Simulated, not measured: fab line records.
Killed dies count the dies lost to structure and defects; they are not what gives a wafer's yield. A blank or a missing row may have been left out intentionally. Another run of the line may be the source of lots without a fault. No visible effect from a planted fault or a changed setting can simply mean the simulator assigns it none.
What tool caused it? || flow gf180mcu || 11 lots with 33 wafers sampled at 2 steps, on a route of 602 steps

== WHAT EACH GAUGE READ, for each wafer ==
GF_HV_LDD_THK_MEAS_57.
{"lot": "L360", "measured": "day 12 13:30", "on": "film metro-03", "HV_LDD_CVD_56_THK (nm)": "89.7 88.9 89.3"}
{"lot": "L361", "measured": "day 12 19:44", "on": "film metro-04", "HV_LDD_CVD_56_THK (nm)": "89.7 90.1 90.1"}
{"lot": "L363", "measured": "day 13 06:52", "on": "film metro-03", "HV_LDD_CVD_56_THK (nm)": "90.3 89.3 89.4"}
{"lot": "L364", "measured": "day 13 19:16", "on": "film metro-01", "HV_LDD_CVD_56_THK (nm)": "90.2 88.3 89.4"}
{"lot": "L366", "measured": "day 14 09:22", "on": "film metro-04", "HV_LDD_CVD_56_THK (nm)": "89.8 89.8 89.0"}
{"lot": "L373", "measured": "day 16 22:26", "on": "film metro-01", "HV_LDD_CVD_56_THK (nm)": "96.4 96.4 96.2"}
{"lot": "L374", "measured": "day 17 02:37", "on": "film metro-01", "HV_LDD_CVD_56_THK (nm)": "97.3 97.1 97.7"}
{"lot": "L378", "measured": "day 18 11:23", "on": "film metro-03", "HV_LDD_CVD_56_THK (nm)": "89.5 88.7 89.6"}
{"lot": "L380", "measured": "day 19 02:03", "on": "film metro-01", "HV_LDD_CVD_56_THK (nm)": "90.0 90.7 89.5"}
{"lot": "L381", "measured": "day 19 08:34", "on": "film metro-04", "HV_LDD_CVD_56_THK (nm)": "90.1 90.0 90.6"}
{"lot": "L383", "measured": "day 20 07:18", "on": "film metro-04", "HV_LDD_CVD_56_THK (nm)": "90.2 90.0 90.0"}

== TOOL THAT RAN EACH LOT (tool first, then ch and the chambers of the sampled wafers, then the start) ==
{"lot": "L360", "GF_HV_LDD_CVD_56": "lpcvd-02 ch 0, day 12 12:04"}
{"lot": "L361", "GF_HV_LDD_CVD_56": "lpcvd-01 ch 1, day 12 18:17"}
{"lot": "L363", "GF_HV_LDD_CVD_56": "lpcvd-02 ch 1, day 13 05:25"}
{"lot": "L364", "GF_HV_LDD_CVD_56": "lpcvd-02 ch 0, day 13 16:03"}
{"lot": "L366", "GF_HV_LDD_CVD_56": "lpcvd-01 ch 1, day 14 07:55"}
{"lot": "L373", "GF_HV_LDD_CVD_56": "lpcvd-02 ch 0, day 16 21:01"}
{"lot": "L374", "GF_HV_LDD_CVD_56": "lpcvd-02 ch 1, day 17 01:11"}
{"lot": "L378", "GF_HV_LDD_CVD_56": "lpcvd-01 ch 1, day 18 09:13"}
{"lot": "L380", "GF_HV_LDD_CVD_56": "lpcvd-01 ch 0, day 19 00:37"}
{"lot": "L381", "GF_HV_LDD_CVD_56": "lpcvd-01 ch 0, day 19 07:06"}
{"lot": "L383", "GF_HV_LDD_CVD_56": "lpcvd-02 ch 0, day 20 05:52"}
- GF_HV_LDD_CVD_56: deposits Si3N4 from DCS/NH3, target thk 90 nm, time 1543 s.

== THE ANSWER, worked out from the rows above alone ==
Rule: what is usual is taken from the lots themselves. Put in order of their means at a reading, lots are off if they are a third of the lots or fewer, leave a main group of 4 or more, and stand apart from it by a gap of 3 or more times the standard deviation of the main group's means; of several such gaps the widest counts. A main group whose means are all the same, to the digits that the tables above print for the reading, isn't used. Also off: a lot with no number at a reading for which 4 or more lots have one. The other lots that the step has rows for count as sound.
Off: L373, L374, seen at GF_HV_LDD_THK_MEAS_57 (HV_LDD_CVD_56_THK). The main group: mean 89.7 nm, standard deviation 0.36.
If a tool, at a process step before that reading, ran all the lots that are off and no sound lot after the first of them, it fits. Those tools and the gauges at GF_HV_LDD_THK_MEAS_57 are tried in the same way. No candidate that was tried fits.

== WHAT THE SIMULATOR HAD PUT IN ==
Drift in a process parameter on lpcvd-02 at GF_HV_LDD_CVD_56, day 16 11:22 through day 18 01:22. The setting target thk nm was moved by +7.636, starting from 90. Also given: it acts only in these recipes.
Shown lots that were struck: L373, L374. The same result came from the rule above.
